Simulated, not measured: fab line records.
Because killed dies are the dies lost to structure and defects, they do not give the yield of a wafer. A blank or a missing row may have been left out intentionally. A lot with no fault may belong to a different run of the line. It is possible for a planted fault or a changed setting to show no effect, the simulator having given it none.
One fault seen from 2 desks -- flow sky130 -- numbers are kept per desk, each desk with only its own; the story behind them comes last

THE METROLOGY DESK
Lot by lot, what the gauges showed, no matter which tool ran the lot: averages of those sampled wafers that carry a number. If a lot's mean is further than 4 standard deviations from the usual mean, the lot is out of limits and carries the mark OUT (the distance appears in the brackets).
Columns: A = VIA2_HDPCVD_THK at SKY_VIA2_THK_MEAS_01, usual 1184 nm
lot,first seen here,A
L264,day 34 21:49,1184
L265,day 35 15:43,1168
L267,day 36 06:27,1190
L268,day 37 11:38,1188
L269,day 37 11:58,1183
L270,day 37 12:20,1186
L271,day 37 14:25,1176
L272,day 37 19:17,1187
L273,day 38 04:29,1195
L275,day 39 04:11,1185
L283,day 41 00:58,1178
L284,day 41 09:06,1174
This desk's finding: nothing out of limits on any of the 12 lots.

AT THE TOOL OWNER'S DESK: rieMetal-02
The tool's own readings at SKY_METAL2_METAL_ETCH_19 (etches the open film in Cl2/BCl3, stops on SiO2, target depth 360 nm, time 78 s): means of the sampled wafers that have a number, for each lot that ran on this tool. If a lot's mean is further than 4 standard deviations from the usual mean, the lot is out of limits and carries the mark OUT (the distance appears in the brackets).
Columns: A = biasW at SKY_METAL2_METAL_ETCH_19, usual 48.48 W; B = drypumpMotorCurrentA at SKY_METAL2_METAL_ETCH_19, usual 5.97 A; C = mfcCl2Sccm at SKY_METAL2_METAL_ETCH_19, usual 60.01 sccm; D = oesProductAu at SKY_METAL2_METAL_ETCH_19, usual 0.855 a.u.; E = throttleValvePct at SKY_METAL2_METAL_ETCH_19, usual 22.264 %
lot,first seen here,A,B,C,D,E
L265,day 35 14:54,48.51,5.89,59.85,0.856,22.273
L270,day 37 11:29,48.64,6.30,59.79,0.857,22.259
L271,day 37 13:36,48.37,5.90,59.94,0.857,22.260
L272,day 37 18:28,48.37,5.89,59.91,0.860,22.271
L273,day 38 03:41,48.39,6.30,60.25,0.852,22.262
L283,day 41 00:08,46.27 (-16) OUT,6.09,60.03,0.852,22.258
L284,day 41 08:17,46.33 (-15) OUT,6.10,60.12,0.853,22.263
This desk's verdict: out of limits on L283, L284, starting with L283 at day 41 00:08 (biasW at SKY_METAL2_METAL_ETCH_19). Within limits: L265, L270, L271, L272, L273.

BROUGHT TOGETHER
On L283, L284, at day 41 00:08, an alarm was possible from the tool owner's desk.
The metrology desk saw nothing out of limits.
The metrology desk has L283, L284 on record, within its limits.
All the named lots went through SKY_METAL2_METAL_ETCH_19 on rieMetal-02.

WHAT HAD BEEN PUT IN BY THE SIMULATOR
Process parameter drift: rieMetal-02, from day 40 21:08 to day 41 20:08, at SKY_METAL2_METAL_ETCH_19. The setting biasW was moved by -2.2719, starting from 48.5. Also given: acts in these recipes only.
Lots struck among those shown: L283, L284.
How many hours passed from the start of the fault until each desk's first out-of-limits reading: the tool owner's desk, 3.
